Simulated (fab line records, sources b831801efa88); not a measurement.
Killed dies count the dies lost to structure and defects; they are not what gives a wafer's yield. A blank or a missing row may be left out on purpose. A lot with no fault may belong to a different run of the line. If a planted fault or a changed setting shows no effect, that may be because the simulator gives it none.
Comparing a struck lot with a sound one :: flow gf180mcu :: 14 out of 602 route steps
Sound: the wafers L574.2, L574.3, L574.5. Struck: wafers L563.3, L563.4, L563.5. Last of all comes the cause.
At each step with rows: each side's tool, then ch and its chambers, then its first start. Under that, the readings that differ: sound wafers :: struck wafers :: difference of the means :: sigmas: that difference in standard deviations of wafers without a fault.
alike: words and numbers the same on both sides, and readings whose means are apart by under 2 such deviations; not compared: readings that were withheld, readings missing a value for some wafer, numbers with overlapping values and no deviation given by the record, and bounds like >300 which may hide the same value.
Wherever a step has rows on one side only, a row that says differs or no value, or a row with sigmas, the two part there. Numbers that have no deviation but don't overlap get no sigmas and don't part them. A reading missing from all wafers of one side parts the sides only when that side holds two or more wafers.

GF_VT_IMPLANT_RS_MEAS_47: measures by four-point-probe.
  sound on film_metro-02 at day 12 18:55; struck on film_metro-02 at day 9 19:01
  alike: NWELL_RS
GF_VT_IMPLANT_RS_MEAS_48: measures by four-point-probe.
  sound on film_metro-02 at day 12 19:02; struck on film_metro-02 at day 9 19:08
  alike: LVPWELL_RS
GF_VT_IMPLANT_RS_MEAS_49: measures by four-point-probe.
  sound on film_metro-02 at day 12 19:10; struck on film_metro-02 at day 9 19:16
  alike: MVPSD_RS
then, 4 steps without rows for these wafers: GF_VT_IMPLANT_WET_ETCH_50 (etches SiO2 in dHF, target depth 20 nm, time 400 s); GF_DUAL_GATE_CLEAN_00 (cleans in SC1/SC2, time 150 s); GF_DUAL_GATE_CLEAN_01 (cleans in dHF, time 20 s); GF_DUAL_GATE_OXIDATION_02 (stabilise 600 s, purge 300 s, target thk 10.887 nm).
GF_DUAL_GATE_THK_MEAS_03:
  sound on film_metro-01 at day 12 20:54; struck on film_metro-01 at day 9 21:00
  alike: DUAL_GATE_OXIDATION_00_THK
then, 4 steps without rows for these wafers: GF_DUAL_GATE_DEHYDRATE_04 (time 60 s); GF_DUAL_GATE_HMDS_05 (prime time 60 s); GF_DUAL_GATE_COAT_06 (resist thk 1000 nm); GF_DUAL_GATE_SOFTBAKE_07 (time 60 s).
GF_DUAL_GATE_EXPOSE_08: exposes mask Dualgate, target cd 700 nm.
  struck on iline_stepper-01, day 10 05:52; sound on iline_stepper-01 ch 0, day 13 06:58
  no value came back on the struck wafers for exposure_dose_mJ_cm2, focus_offset_nm (nm), na; on the sound wafers exposure_dose_mJ_cm2 reads 139.77 139.99 139.93
  alike: mask
next, for these wafers, 1 step has no rows: GF_DUAL_GATE_PEB_09.

== WHERE THEY PART ==
Only at GF_DUAL_GATE_EXPOSE_08, within this record.

WHY: what the simulator had put in
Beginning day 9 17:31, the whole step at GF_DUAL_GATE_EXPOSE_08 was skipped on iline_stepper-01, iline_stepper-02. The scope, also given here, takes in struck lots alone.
